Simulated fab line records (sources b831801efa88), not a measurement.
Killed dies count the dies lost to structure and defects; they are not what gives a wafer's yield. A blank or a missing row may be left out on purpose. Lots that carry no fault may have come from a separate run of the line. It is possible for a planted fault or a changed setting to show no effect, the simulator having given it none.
Check for tools in common | flow sky130 | 45 wafers sampled across 12 lots

## THE REASON FOR OPENING IT
Flagged at SKY_LDD_P_CD_MEAS_07: reading cd_nm, on 3 of 12 lots. Wafers without a fault read 380.1 nm, standard deviation 2.9.
Rule: a lot gets a flag if all its wafers with a number sit over 4 standard deviations from that mean, or if no wafer of it has a number. The rest of the lots are taken to be sound.

lot  | measured     | on        | cd_nm (nm), wafer by wafer          | flag
L955 | day 19 05:28 | cd_sem-02 | 382.1 384.2 382.9                   |
L957 | day 20 17:19 | cd_sem-01 | 376.7 378.2 379.6                   |
L964 | day 22 23:05 | cd_sem-02 | 375.8 376.2 375.8                   |
L965 | day 23 07:29 | cd_sem-02 | 376.3 376.4 377.9                   |
L966 | day 23 13:50 | cd_sem-01 | 383.4 383.8 384.6                   |
L970 | day 24 20:29 | cd_sem-02 | 382.4 380.5 383.6                   |
L971 | day 25 07:16 | cd_sem-01 | 379.5 376.4 376.9                   |
L972 | day 25 17:08 | cd_sem-02 | 380.8 378.6 379.1                   |
L975 | day 26 10:13 | cd_sem-02 | 402.9 402.1 402.9 403.0 402.0 402.9 | FLAGGED
L973 | day 26 11:25 | cd_sem-01 | 384.8 381.3 385.6                   |
L976 | day 26 19:04 | cd_sem-01 | 400.3 398.2 398.3 400.3 398.3 398.1 | FLAGGED
L977 | day 27 03:28 | cd_sem-02 | 399.2 399.2 400.7 399.4 399.0 400.3 | FLAGGED
Average over the flagged lots: 400.4 nm; offset from the usual +20.3 nm, equal to +7 standard deviations.

## EACH LOT AND THE TOOL IT RAN ON
The record holds 2 process steps before the reading, out of a route of 708 steps. Every cell lists first the tool, next ch and the chambers used by the sampled wafers, and last the start.
lot  | flag    | SKY_FIELD_ISO_STRIP_16              | SKY_LDD_P_DEVELOP_06
L955 |         | plasma_asher-01 ch 0,1, day 2 10:02 | litho_track-01 ch 0, day 19 05:19
L957 |         | plasma_asher-01 ch 0,1, day 2 21:29 | litho_track-04 ch 0, day 20 17:10
L964 |         | plasma_asher-04 ch 0,1, day 4 09:10 | litho_track-02 ch 0, day 22 22:56
L965 |         | plasma_asher-04 ch 0, day 4 14:43   | litho_track-02 ch 0, day 23 07:20
L966 |         | plasma_asher-04 ch 0,1, day 4 21:26 | litho_track-04 ch 0, day 23 13:41
L970 |         | plasma_asher-04 ch 0,1, day 5 18:23 | litho_track-01 ch 0, day 24 20:20
L971 |         | plasma_asher-01 ch 0, day 5 21:26   | litho_track-02 ch 0, day 25 07:07
L972 |         | plasma_asher-01 ch 1, day 6 02:05   | litho_track-01 ch 0, day 25 16:59
L975 | FLAGGED | plasma_asher-02 ch 0,1, day 6 16:46 | litho_track-01 ch 0, day 26 10:04
L973 |         | plasma_asher-04 ch 0,1, day 6 07:02 | litho_track-04 ch 0, day 26 11:16
L976 | FLAGGED | plasma_asher-02 ch 0,1, day 7 00:07 | litho_track-01 ch 0, day 26 18:55
L977 | FLAGGED | plasma_asher-02 ch 0,1, day 7 04:10 | litho_track-01 ch 0, day 27 03:19
What the steps here do:
- SKY_FIELD_ISO_STRIP_16: strips in O2/N2.
- SKY_LDD_P_DEVELOP_06: develop time 60 s.
- SKY_LDD_P_CD_MEAS_07: target cd 380 nm.

## FLAGGED AGAINST TOTAL, ONE TOOL AT A TIME (gauges that did the reading follow at the end)
step                   | tool            | lots run | flagged | share of the flagged lots | sound lots run after its first flagged lot
SKY_FIELD_ISO_STRIP_16 | plasma_asher-01 | 4        | 0       | none                      | -
SKY_FIELD_ISO_STRIP_16 | plasma_asher-02 | 3        | 3       | all                       | 0
SKY_FIELD_ISO_STRIP_16 | plasma_asher-04 | 5        | 0       | none                      | -
SKY_LDD_P_DEVELOP_06   | litho_track-01  | 6        | 3       | all                       | 0
SKY_LDD_P_DEVELOP_06   | litho_track-02  | 3        | 0       | none                      | -
SKY_LDD_P_DEVELOP_06   | litho_track-04  | 3        | 0       | none                      | -
SKY_LDD_P_CD_MEAS_07   | cd_sem-01       | 5        | 1       | some                      | 0
SKY_LDD_P_CD_MEAS_07   | cd_sem-02       | 7        | 2       | some                      | 0

## WHAT IS ALLOWED BY THE TABLE
Rows of the table that ran all the flagged lots, 2 in number: plasma_asher-02 at SKY_FIELD_ISO_STRIP_16; litho_track-01 at SKY_LDD_P_DEVELOP_06.
- plasma_asher-02 at SKY_FIELD_ISO_STRIP_16: 3 of its 3 lots flagged. The start can't be narrowed down: in this sample, it ran no sound lot prior to its first flagged lot.
- litho_track-01 at SKY_LDD_P_DEVELOP_06: 3 of its 6 lots flagged. Last sound lot L972 at day 25 16:59, first flagged lot L975 at day 26 10:04; a fault beginning in between fits.
Counting lots can't tell these 2 tools apart, because each fits a fault that began at some hour. More lots, or a look at what each step does to the wafer, might.

## WHAT THE SIMULATOR HAD INSERTED
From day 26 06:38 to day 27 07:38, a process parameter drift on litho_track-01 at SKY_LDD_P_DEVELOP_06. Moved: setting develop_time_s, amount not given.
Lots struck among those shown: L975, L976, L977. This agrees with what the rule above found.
